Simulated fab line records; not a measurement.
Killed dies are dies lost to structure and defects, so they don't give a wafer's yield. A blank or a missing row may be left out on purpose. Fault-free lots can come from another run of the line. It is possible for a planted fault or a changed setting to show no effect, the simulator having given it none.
Matching of chambers || flow gf180mcu || cmp-01 running GF_V1_CMP_26: 4 sister chambers
The step polishes, stops on SiO2, t overpolish 15 s, target thk 0 nm. 4 wafers are shown with their chamber, then 7 later ones without.

WAFERS PAIRED WITH THEIR CHAMBERS
{"wafer": "L384.2", "chamber": 2, "motor-current-A (A)": 10.6}
{"wafer": "L384.3", "chamber": 1, "motor-current-A (A)": 12.1}
{"wafer": "L385.3", "chamber": 0, "motor-current-A (A)": 12.9}
{"wafer": "L385.5", "chamber": 3, "motor-current-A (A)": 10.7}

WAFERS MISSING THEIR CHAMBER
{"wafer": "L385.6", "motor-current-A (A)": 13.0}
{"wafer": "L387.3", "motor-current-A (A)": 12.1}
{"wafer": "L387.4", "motor-current-A (A)": 10.7}
{"wafer": "L387.6", "motor-current-A (A)": 12.5}
{"wafer": "L390.5", "motor-current-A (A)": 12.3}
{"wafer": "L390.6", "motor-current-A (A)": 12.5}
{"wafer": "L392.5", "motor-current-A (A)": 10.2}

WHICH CHAMBER EACH WENT THROUGH
{"wafer": "L385.6", "from the rows above": 0, "in truth": 0}
{"wafer": "L387.3", "from the rows above": 1, "in truth": 1}
{"wafer": "L387.4", "from the rows above": "can't be placed: 3 or 2", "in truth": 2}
{"wafer": "L387.6", "from the rows above": "can't be placed: 0 or 1", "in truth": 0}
{"wafer": "L390.5", "from the rows above": "can't be placed: 1 or 0", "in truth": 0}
{"wafer": "L390.6", "from the rows above": "can't be placed: 0 or 1", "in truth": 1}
{"wafer": "L392.5", "from the rows above": "can't be placed: 2 or 3", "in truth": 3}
2 of 7 placed correctly. Unplaceable from these rows: 5, with the true chamber sitting among the candidates in 5. 0 placed wrongly.
How it was worked out, from the rows above alone: a wafer's distance from a chamber is the root of the sum, over the readings, of the square of ((its reading less the chamber's mean) divided by the reading's scatter). If the next closest chamber is less than 2 further off than the closest, the wafer can't be placed; otherwise it belongs to the closest. Each chamber's mean is taken over the wafers shown for it. The scatter (one wafer shown for each chamber): square how far every hidden wafer sits from the nearest shown wafer, average those squares and take the square root.
